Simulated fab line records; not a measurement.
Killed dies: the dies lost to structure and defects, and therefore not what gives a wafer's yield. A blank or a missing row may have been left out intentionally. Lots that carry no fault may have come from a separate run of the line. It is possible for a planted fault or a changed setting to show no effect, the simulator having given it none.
One fault seen from 2 desks | flow sky130 | only its own numbers are on each desk; what lay behind them is given at the end

## METROLOGY DESK
What the gauges read for every lot (on any tool): the sampled wafers with a number, averaged. Any lot whose mean is over 4 standard deviations away from the usual mean is out of limits and marked OUT; that distance is given in the brackets.
Columns: A = VT_ADJUST_LVTN_OVL at SKY_VT_ADJUST_LVTN_OVL_MEAS_07, usual 0.1 nm; B = SONOS_ONO_OVL at SKY_SONOS_ONO_OVL_MEAS_14, usual 0.5 nm
lot  | first seen here | A    | B
L534 | day 6 20:55     | 0.5  | 1.6
L535 | day 7 07:01     | 0.2  | 0.6
L536 | day 7 11:37     | -0.8 | 0.1
L537 | day 7 18:04     | -0.4 | -1.4
L538 | day 8 02:32     | -1.3 | 0.8
L539 | day 8 14:58     | 1.1  | 2.9
L540 | day 8 18:39     | -0.8 | -0.8
L547 | day 10 10:42    | 3.0  | 1.3
L548 | day 10 15:55    | 2.6  | 0.4
L553 | day 11 23:30    | -0.5 | 0.9
L554 | day 12 03:16    | 0.6  | 2.1
L555 | day 12 13:04    | 1.8  | 0.3
L556 | day 12 18:18    | -1.0 | -2.0
L557 | day 13 02:10    | 2.5  | -0.1
This desk found nothing out of limits on any of the 14 lots.

## DESK OF THE TOOL OWNER: iline-stepper-01
The tool's own readings at SKY_NWELL_EXPOSE_20 (exposes mask NWM COMPLEMENT, target cd 840 nm): means of the sampled wafers that have a number, for each lot that ran on this tool. Any lot whose mean is over 4 standard deviations away from the usual mean is out of limits and marked OUT; that distance is given in the brackets.
Columns: A = exposure-dose-mJ-cm2 at SKY_NWELL_EXPOSE_20, usual 260.01; B = focus-offset-nm at SKY_NWELL_EXPOSE_20, usual 0.0 nm; C = reticle-temp-C at SKY_NWELL_EXPOSE_20, usual 23.00 C
lot  | first seen here | A      | B    | C
L534 | day 4 20:40     | 259.97 | -0.2 | 22.91
L535 | day 5 06:21     | 260.17 | -0.3 | 23.17
L537 | day 5 15:58     | 259.96 | 1.1  | 23.05
L539 | day 6 10:27     | 259.79 | -0.5 | 23.03
L554 | day 9 19:14     | 260.06 | -0.1 | 23.07
This desk found nothing out of limits on any of the 5 lots.

## TAKEN TOGETHER
Nothing out of limits was seen by the metrology desk.
The desk of the tool owner found nothing out of limits.

## WHAT HAD BEEN PUT IN BY THE SIMULATOR
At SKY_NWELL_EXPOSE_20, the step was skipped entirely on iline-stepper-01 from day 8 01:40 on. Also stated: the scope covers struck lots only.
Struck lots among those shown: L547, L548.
